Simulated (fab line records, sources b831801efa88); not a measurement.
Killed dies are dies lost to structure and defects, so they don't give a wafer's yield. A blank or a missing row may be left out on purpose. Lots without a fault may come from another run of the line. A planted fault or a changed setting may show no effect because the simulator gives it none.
A struck lot beside a sound one | flow sky130 | 14 steps out of a route of 708
Sound: wafers L360.1, L360.4, L360.6. Struck: wafers L362.1, L362.3, L362.6. The cause comes at the end.
At each step with rows: each side's tool, then ch and its chambers, then its first start. Under that, the readings that differ: sound wafers | struck wafers | difference of the means | sigmas: that difference in standard deviations of wafers without a fault.
alike: readings whose means differ by less than 2 such deviations, and words and numbers that are the same on both sides. not compared: withheld readings, readings that some wafer has no value for, bounds like >300 that may hide the same value, and numbers for which the record gives no deviation and whose values overlap.
The two part at a step that has a row with sigmas, a row that says differs or no value, or rows on one side only. Numbers that don't overlap but have no deviation are shown without sigmas and don't part them. A reading that every wafer of one side lacks parts them only if that side has two wafers or more.

first, 4 steps without rows for these wafers: SKY_METAL2_STRIP_21 (strips in post etch residue remover, time 1200 s); SKY_METAL2_CLEAN_22 (cleans in IPA, time 180 s); SKY_METAL2_CLEAN_23 (cleans in O3/DIW); SKY_VIA2_HDPCVD_00 (deposits SiO2, target thk 1180 nm, time 196.7 s).
SKY_VIA2_THK_MEAS_01:
  sound on film_metro-04, day 39 03:16; struck on film_metro-04, day 39 11:35
  alike: VIA2_HDPCVD_THK
SKY_VIA2_CMP_02: polishes SiO2.
  sound on cmp-01 ch 1,2, day 39 03:23; struck on cmp-02 ch 1,3, day 39 11:41
  alike: motor_current_A
SKY_VIA2_BOW_MEAS_03:
  sound on film_metro-03, day 39 03:38; struck on film_metro-04, day 39 11:56
  alike: VIA2_BOW
then, 5 steps without rows for these wafers: SKY_VIA2_DEHYDRATE_04 (time 60 s); SKY_VIA2_HMDS_05 (prime time 60 s); SKY_VIA2_COAT_06 (resist thk 60 nm); SKY_VIA2_COAT_07 (resist thk 450 nm); SKY_VIA2_SOFTBAKE_08 (time 90 s).
SKY_VIA2_EXPOSE_09: exposes mask VIM2, target cd 200 nm.
  sound on krf_scanner-02 ch 0, day 39 17:04; struck on krf_scanner-02, day 39 23:44
  no value came back on the struck wafers for exposure_dose_mJ_cm2, focus_offset_nm (nm); on the sound wafers exposure_dose_mJ_cm2 reads 37.96 37.97 37.97
  alike: mask
then, 1 step without rows for these wafers: SKY_VIA2_PEB_10.

WHERE THEY PART
Only at SKY_VIA2_EXPOSE_09, within this record.

WHY: what the simulator had put in
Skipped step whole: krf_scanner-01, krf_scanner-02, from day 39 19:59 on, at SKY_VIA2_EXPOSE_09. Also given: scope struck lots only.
